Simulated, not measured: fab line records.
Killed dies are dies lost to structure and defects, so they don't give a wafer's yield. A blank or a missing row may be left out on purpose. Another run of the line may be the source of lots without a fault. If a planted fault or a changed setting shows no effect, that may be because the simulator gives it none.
The same fault as seen by 2 desks :: flow gf180mcu :: every desk sees just its own numbers, and what lay behind them comes last

## THE TOOL OWNER'S DESK: implanter-04
For each lot that ran on this tool, the mean over its sampled wafers that have a number, from the tool's own readings at GF_MVPSD_IMPLANT_08. Any lot whose mean is over 4 standard deviations away from the usual mean is out of limits and marked OUT; that distance is given in the brackets.
Columns: A = beam on s at GF_MVPSD_IMPLANT_08, usual 9.99 s; B = tilt deg at GF_MVPSD_IMPLANT_08, usual -0.002 degrees
lot: L593
first seen here: day 5 13:20
A: 10.15
B: 0.024

lot: L594
first seen here: day 5 19:01
A: 9.70
B: -0.019

lot: L598
first seen here: day 6 21:41
A: 10.09
B: -0.040

lot: L602
first seen here: day 7 21:05
A: 10.00
B: 4.731 (+99 or more) OUT

lot: L604
first seen here: day 8 06:22
A: 9.92
B: 4.732 (+99 or more) OUT
This desk's verdict: out of limits on L602, L604, starting with L602 at day 7 21:05 (tilt deg at GF_MVPSD_IMPLANT_08). In limits: L593, L594, L598.

## AT THE METROLOGY DESK
What the gauges read for every lot (on any tool): the sampled wafers with a number, averaged. Any lot whose mean is over 4 standard deviations away from the usual mean is out of limits and marked OUT; that distance is given in the brackets.
Columns: A = MVPSD_TW at GF_MVPSD_TW_MEAS_11, usual 556; B = MVPSD_RS at GF_VT_IMPLANT_RS_MEAS_49, usual 1168 ohm/sq; C = cd nm at GF_HV_LDD_CD_MEAS_07, usual 399 nm; D = HV_LDD_4_TW at GF_HV_LDD_TW_MEAS_50, usual 572
lot: L591
first seen here: day 5 07:31
A: 553
B: 1164
C: 401
D: 573

lot: L593
first seen here: day 5 13:44
A: 555
B: 1163
C: 398
D: 570

lot: L594
first seen here: day 5 19:25
A: 556
B: 1166
C: 398
D: 574

lot: L597
first seen here: day 6 20:22
A: 555
B: 1165
C: 401
D: 570

lot: L598
first seen here: day 6 22:05
A: 551
B: 1167
C: 401
D: 572

lot: L602
first seen here: day 7 21:28
A: 610 (+18) OUT
B: 1365 (+61) OUT
C: 404
D: 576

lot: L604
first seen here: day 8 06:46
A: 611 (+18) OUT
B: 1363 (+61) OUT
C: 398
D: 572

lot: L605
first seen here: day 8 12:29
A: 561
B: 1166
C: 399
D: 570

lot: L608
first seen here: day 9 09:49
A: 557
B: 1173
C: 403
D: 567

lot: L609
first seen here: day 9 10:14
A: 553
B: 1169
C: 398
D: 575

lot: L612
first seen here: day 10 08:55
A: 557
B: 1172
C: 398
D: 567

lot: L613
first seen here: day 10 13:36
A: 557
B: 1170
C: 400
D: 570
This desk finds L602, L604 out of limits, with the earliest case on L602 at day 7 21:28 (MVPSD_TW at GF_MVPSD_TW_MEAS_11). In limits: L591, L593, L594, L597, L598, L605, L608, L609, L612, L613.

## TAKEN TOGETHER
An alarm could have come from the tool owner's desk at day 7 21:05, on L602, L604.
The metrology desk could have raised an alarm at day 7 21:28, on L602, L604.
All the named lots went through GF_MVPSD_IMPLANT_08 on implanter-04.

## WHAT WAS PUT IN BY THE SIMULATOR
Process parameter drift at GF_MVPSD_IMPLANT_08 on implanter-04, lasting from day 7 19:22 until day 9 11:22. A move of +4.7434 in setting tilt deg, from 0. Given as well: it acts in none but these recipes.
Shown lots that were struck: L602, L604.
Counting hours from when the fault started, the first reading out of limits came at 2 for the tool owner's desk and at 2 for the metrology desk.
